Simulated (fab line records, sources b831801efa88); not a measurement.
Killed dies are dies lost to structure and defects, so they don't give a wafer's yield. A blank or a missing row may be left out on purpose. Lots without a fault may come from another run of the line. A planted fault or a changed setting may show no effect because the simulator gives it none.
fab line records | flow sky130
record lots=12 wafers=36 last_day=50
route steps=708 shown FIELD_ISO@18 VT_ADJUST_LVTN@107 VT_ADJUST_PCH@152 POLY_GATE@228 PAD_OPEN@708
lots that met no fault: from a run of the same line without faults
start_h: hours from the record's first day to the start of the lot's first wafer shown | wait_h: hours since the lot's step before | " the same as in the row above | L1.1+2: a row that stands for several wafers | - no value, or no start given | * or withheld: withheld | < > ~ a bound
route shown NAME@n: a module of which the file shows steps, and the number in the route of the first | usual: mean/standard deviation of fault-free wafers | same: alike in all rows | chamber/n: place in a boat | sites: the reading at each site | _std_site: their standard deviation | _edge_site: outer sites' mean less inner sites' | radius_mm: how far each site lies from the wafer's centre | mask NAME#n: copy n | behind: the tool/chamber that last shaped the wafer | hold: why the lot was held/for how many hours/how that ended | device: the transistor (n, p or np) that didn't switch | end of line: the same wafers' tests at the end of the route | a step without rows: its recipe alone | killed: dies lost to structure and defects at the first sort, not the wafer's yield | map: a wafer's dies, x killed, . not, _ none there
set.NAME: the setting as run; set.NAME@STEP: as run at that earlier step | model.NAME: the simulator's own value behind a step, which no gauge read
steps of the route over a sample of lots; a table a step, a row a wafer
services: from which hour (start_h, from the record's first day; less than 0 if before it) a tool's chamber was out of use, for how many hours, and why
## steps
# step SKY_FIELD_ISO_ETCH_17
# recipe target_depth_a=3420 mask_material=Si3N4 chemistry=HBr/Cl2/O2 target=Si taper_deg=5 icp_w=600 bias_w=150 pressure_mtorr=15 HBr_flow_sccm=150 Cl2_flow_sccm=40 O2_flow_sccm=6 time_s=97.7
# usual O2_flow_sccm=5.998/0.019 drypump_motor_current_A=5.5/0.54 oes_product_au=1.006/0.0071 run_length_s=126.0/0.37 throttle_valve_pct=25.653/0.0091
# columns lot.wafer tool chamber start_h wait_h O2_flow_sccm drypump_motor_current_A oes_product_au rf_hours_counter_h run_length_s throttle_valve_pct
L874.2 rie_si-01 0 29.02 0.1 5.980 5.0 0.998 115 125.8 25.653
L874.3 " 3 " " 5.976 5.3 1.005 118 125.2 25.647
L874.6 " 3 " " 5.969 5.3 1.013 - 125.5 25.666
L875.3 rie_si-01 2 35.86 0.0 6.048 5.2 1.007 36 126.1 25.634
L875.5 " 3 " " 5.980 5.3 1.011 - 125.2 25.664
L875.6 " 0 " " 6.004 5.0 0.999 - 126.0 25.669
L879.2 rie_si-02 2 54.21 0.1 6.012 6.1 1.020 133 126.8 25.636
L879.3 " 3 " " 6.028 6.2 1.009 43 126.6 25.645
L879.6 " 2 " " 6.007 6.1 1.017 - 125.9 25.650
L881.2 rie_si-02 3 65.81 0.1 5.988 6.2 0.998 43 93.0 25.656
L881.3 " 0 " " 5.999 6.3 1.005 73 93.5 25.655
L881.6 " 0 " " 5.986 6.3 0.993 - 93.1 25.654
L886.3 rie_si-02 1 90.12 0.0 5.976 6.2 1.009 123 93.1 25.654
L886.5 " 1 " " 6.003 6.2 1.016 - 93.1 25.627
L886.6 " 2 " " 6.023 6.0 1.019 - 92.9 25.639
L888.2 rie_si-01 0 103.57 0.1 6.006 5.0 1.008 115 125.9 25.662
L888.3 " 3 " " 6.011 5.3 1.014 119 125.2 25.661
L888.5 " 3 " " 6.018 5.3 1.016 - 125.3 25.652
L889.2 rie_si-01 2 108.91 0.1 6.000 5.1 1.009 37 125.6 25.654
L889.4 " 1 " " 6.007 5.0 0.999 3 126.1 25.649
L889.6 " 2 " " 6.008 5.2 1.006 - 125.8 25.653
L890.1 rie_si-01 1 112.30 0.1 5.998 4.9 1.002 3 126.0 25.642
L890.2 " 3 " " 5.998 5.3 1.009 119 125.3 25.655
L890.4 " 2 " " 6.014 5.1 1.007 37 125.8 25.654
L892.2 rie_si-01 1 120.86 0.1 5.988 5.0 1.003 3 126.2 25.670
L892.4 " 3 " " 6.001 5.3 1.012 - 126.1 25.649
L892.6 " 1 " " 6.013 5.0 0.988 - 125.9 25.650
L894.1 rie_si-01 1 133.51 0.1 5.955 5.0 1.002 4 125.9 25.653
L894.3 " 2 " " 6.002 5.1 1.001 37 125.9 25.654
L894.4 " 3 " " 6.025 5.3 1.006 119 125.3 25.659
L896.1 rie_si-01 3 143.75 0.1 5.983 5.3 1.005 119 125.5 25.638
L896.3 " 0 " " 5.997 5.0 1.010 116 126.0 25.661
L896.4 " 1 " " 6.002 5.0 1.001 4 126.2 25.648
L897.2 rie_si-02 2 148.75 0.1 6.015 6.0 1.019 134 126.0 25.634
L897.4 " 0 " " 6.010 6.3 1.001 73 126.3 25.661
L897.5 " 0 " " 5.990 6.3 1.008 - 126.3 25.658
# step SKY_VT_ADJUST_LVTN_TW_MEAS_10
# usual VT_ADJUST_LVTN_TW=243.4/1.2
# columns lot.wafer tool chamber start_h wait_h VT_ADJUST_LVTN_TW
L874.2 film_metro-02 - 141.52 0.1 242.7
L874.3 " - " " 241.5
L874.6 " - " " 243.5
L875.3 film_metro-04 - 148.54 0.1 243.2
L875.5 " - " " 243.2
L875.6 " - " " 244.8
L879.2 film_metro-04 - 171.77 0.1 243.4
L879.3 " - " " 243.6
L879.6 " - " " 244.1
L881.2 film_metro-02 - 185.50 0.1 244.4
L881.3 " - " " 243.9
L881.6 " - " " 244.0
L886.3 film_metro-02 - 215.03 0.1 242.3
L886.5 " - " " 243.6
L886.6 " - " " 242.7
L888.2 film_metro-02 - 232.93 0.1 241.5
L888.3 " - " " 241.3
L888.5 " - " " 241.4
L889.2 film_metro-02 - 238.42 0.1 240.7
L889.4 " - " " 242.8
L889.6 " - " " 242.0
L890.1 film_metro-01 - 243.87 0.1 243.3
L890.2 " - " " 243.7
L890.4 " - " " 243.4
L892.2 film_metro-02 - 257.88 0.1 242.2
L892.4 " - " " 241.6
L892.6 " - " " 240.9
L894.1 film_metro-01 - 278.11 0.1 244.0
L894.3 " - " " 244.4
L894.4 " - " " 244.0
L896.1 film_metro-01 - 285.21 0.1 244.4
L896.3 " - " " 244.8
L896.4 " - " " 244.4
L897.2 film_metro-01 - 289.47 0.1 242.9
L897.4 " - " " 243.2
L897.5 " - " " 243.2
# step SKY_VT_ADJUST_PCH_STRIP_09
# recipe chemistry=O2/N2 power_w=1400 pressure_mtorr=1500 platen_temp_c=withheld o2_flow_sccm=3000 n2_flow_sccm=300 overash_fraction=0.5
# usual drypump_motor_current_A=5.7/0.34 oes_product_au=0.722/0.0048 strip_time_to_endpoint_s=36.92/0.099
# columns lot.wafer tool chamber start_h wait_h drypump_motor_current_A oes_product_au rf_hours_counter_h strip_time_to_endpoint_s
L874.2 plasma_asher-01 1 228.57 0.1 5.6 0.718 56 36.82
L874.3 " 1 " " 5.6 0.724 - 36.85
L874.6 " 0 " " 5.3 0.720 - 36.89
L875.3 plasma_asher-02 1 233.82 0.1 5.7 0.727 - 37.05
L875.5 " 0 " " 5.3 0.721 - 37.02
L875.6 " 1 " " 5.7 0.714 - 37.09
L879.2 plasma_asher-04 0 260.02 0.1 5.9 0.724 57 36.86
L879.3 " 0 " " 5.9 0.730 - 36.84
L879.6 " 0 " " 5.9 0.720 - 36.80
L881.2 plasma_asher-02 1 275.07 0.1 5.7 0.720 15 37.05
L881.3 " 1 " " 5.7 0.717 - 37.13
L881.6 " 0 " " 5.3 0.728 - 37.17
L886.3 plasma_asher-01 1 313.72 0.1 5.6 0.722 - 36.93
L886.5 " 1 " " 5.6 0.725 - 36.87
L886.6 " 0 " " 5.3 0.726 - 36.82
L888.2 plasma_asher-01 1 332.96 0.1 5.6 0.727 64 36.87
L888.3 " 1 " " 5.6 0.727 - 36.97
L888.5 " 0 " " 5.3 0.714 - 36.81
L889.2 plasma_asher-04 1 338.37 0.1 6.2 0.719 67 36.93
L889.4 " 1 " " 6.2 0.726 - 36.95
L889.6 " 1 " " 6.2 0.724 - 37.05
L890.1 plasma_asher-02 1 344.04 0.1 5.7 0.733 20 37.07
L890.2 " 0 " " 5.3 0.729 20 36.95
L890.4 " 1 " " 5.7 0.731 - 36.86
L892.2 plasma_asher-04 0 360.54 0.1 5.9 0.729 69 36.95
L892.4 " 1 " " 6.2 0.724 - 36.89
L892.6 " 1 " " 6.2 0.727 - 36.80
L894.1 plasma_asher-04 0 384.84 0.1 5.9 0.726 71 36.93
L894.3 " 1 " " 6.2 0.722 - 36.89
L894.4 " 0 " " 5.9 0.722 - 36.98
L896.1 plasma_asher-02 0 392.06 0.1 5.3 0.726 24 36.90
L896.3 " 1 " " 5.7 0.724 - 36.96
L896.4 " 0 " " 5.3 0.715 - 36.91
L897.2 plasma_asher-04 0 396.51 0.1 5.9 0.728 72 37.00
L897.4 " 1 " " 6.2 0.722 - 36.99
L897.5 " 1 " " 6.2 0.727 - 36.95
# step SKY_POLY_GATE_OVL_MEAS_14
# usual POLY_GATE_OVL=-1/5
# columns lot.wafer tool chamber start_h wait_h POLY_GATE_OVL[nm]
L874.2 overlay-01 - 373.00 0.1 1
L874.3 " - " " 0
L874.6 " - " " -7
L875.3 overlay-02 - 378.26 0.1 -4
L875.5 " - " " -11
L875.6 " - " " -5
L879.2 overlay-01 - 404.26 0.1 -3
L879.3 " - " " -1
L879.6 " - " " -3
L881.2 overlay-01 - 423.45 0.1 -4
L881.3 " - " " -2
L881.6 " - " " 4
L886.3 overlay-01 - 474.32 0.1 -13
L886.5 " - " " -11
L886.6 " - " " -8
L888.2 overlay-01 - 496.46 0.1 -3
L888.3 " - " " -1
L888.5 " - " " 0
L889.2 overlay-02 - 500.71 0.1 -16
L889.4 " - " " -10
L889.6 " - " " -7
L890.1 overlay-02 - 507.06 0.1 6
L890.2 " - " " 8
L890.4 " - " " 7
L892.2 overlay-01 - 528.05 0.1 -2
L892.4 " - " " -1
L892.6 " - " " -3
L894.1 overlay-02 - 547.60 0.1 -6
L894.3 " - " " -3
L894.4 " - " " -9
L896.1 overlay-01 - 557.46 0.1 -7
L896.3 " - " " 0
L896.4 " - " " -4
L897.2 overlay-01 - 562.60 0.1 2
L897.4 " - " " -8
L897.5 " - " " 7
# step SKY_PAD_OPEN_PROBE_99
# usual killed_at_M0_to_M3=43/7 killed_at_M4_up=3.1/2 killed_at_contacts=24/5.3 killed_at_front_end=15/4.2 killed_at_other=0.4/0.66 killed_dies=86/9.5 killed_open=47/7.4 killed_short=38/6.2
# same gross_dies=492 killed_at_back_side=0
# columns lot.wafer tool chamber start_h wait_h killed_at_M0_to_M3 killed_at_M4_up killed_at_contacts killed_at_front_end killed_at_other killed_dies killed_open killed_short
L886.5 prober-02 - 1147.29 0.2 37 7 19 19 0 82 42 40
L890.1 prober-02 - 1162.03 0.1 45 2 26 11 2 86 47 37
L890.2 prober-02 - 1162.08 0.1 42 3 22 16 3 86 43 41
L890.4 prober-02 - 1162.18 0.2 55 5 40 22 1 123 75 47
# killed by level:class
L886.5 POLY_GATE:geometric_particle:open=8 CONTACT:geometric_particle:open=7 METAL2:geometric_particle:short=6 VIA2:geometric_particle:open=6 LI_CONTACT:geometric_particle:open=5 VIA1:geometric_particle:open=5 METAL3:geometric_particle:short=5 CONTACT:geometric_particle:short=4
L890.1 VIA1:geometric_particle:open=11 VIA2:geometric_particle:open=10 CONTACT:geometric_particle:open=10 METAL2:geometric_particle:short=6 LI_CONTACT:geometric_particle:open=6 FIELD_ISO:geometric_particle:open=5 METAL3:geometric_particle:short=5 LOCAL_INTERCONNECT:geometric_particle:short=4
L890.2 CONTACT:geometric_particle:open=12 VIA2:geometric_particle:open=9 VIA1:geometric_particle:open=8 LI_CONTACT:geometric_particle:open=5 METAL1:geometric_particle:short=5 METAL2:geometric_particle:short=5 VIA1:geometric_particle:short=4 VIA2:geometric_particle:short=4
L890.4 LI_CONTACT:geometric_particle:open=12 CONTACT:geometric_particle:open=12 VIA1:geometric_particle:open=11 VIA2:geometric_particle:open=11 FIELD_ISO:geometric_particle:open=8 CONTACT:geometric_particle:short=7 VIA3:geometric_particle:open=7 METAL2:geometric_particle:short=7
## services
# columns tool chamber start_h hours kind
plasma_asher-04 - 86.92 0.9 repair
plasma_asher-01 - 87.88 3.7 repair
rie_si-01 2 89.08 3.3 repair
plasma_asher-02 - 108.75 9.0 pm
rie_si-01 2 113.93 12.9 repair
plasma_asher-02 - 118.07 5.0 repair
rie_si-02 - 120.80 0.2 repair
rie_si-01 3 216.78 - clean
rie_si-01 3 216.78 24.5 scheduled_down
rie_si-01 3 216.78 24.5 vent_cycle
plasma_asher-04 - 221.33 4.1 repair
rie_si-01 0 241.26 - clean
plasma_asher-01 - 257.98 5.9 repair
plasma_asher-01 - 263.85 15.6 pm
plasma_asher-02 - 277.41 13.9 pm
plasma_asher-01 - 281.63 3.3 repair
rie_si-02 1 288.47 4.6 repair
rie_si-01 0 305.81 15.9 repair
plasma_asher-02 - 311.71 8.1 repair
plasma_asher-01 - 321.14 3.2 repair
plasma_asher-04 - 324.07 2.8 pm
plasma_asher-02 - 329.38 4.0 pm
rie_si-02 0 357.08 5.2 repair
rie_si-02 2 357.68 4.0 repair
## key
first_sign step=SKY_FIELD_ISO_ETCH_17 reading=run_length_s direction=down sigmas=88 usual=* struck=*
effect none on later readings
met_at SKY_FIELD_ISO_ETCH_17
struck_lots L881,L886
tester_left_out L881,L886
not_acting_at SKY_VT_ADJUST_LVTN_TW_MEAS_10,SKY_VT_ADJUST_PCH_STRIP_09,SKY_POLY_GATE_OVL_MEAS_14
onset_between 54.21 65.81
fault kind=process_parameter_drift tool=rie_si-02 chamber=- onset_h=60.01 steps=SKY_FIELD_ISO_ETCH_17 channel=time_s offset=* shape=step end_h=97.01 acts_in=* stated=*
# tester_left_out: of these lots the tester's yield and bins aren't shown, on N5 and GAA mostly nor the transistor test; their killed dies are dies lost to structure and defects alone, not to doping, threshold or leakage, so they don't give the yield
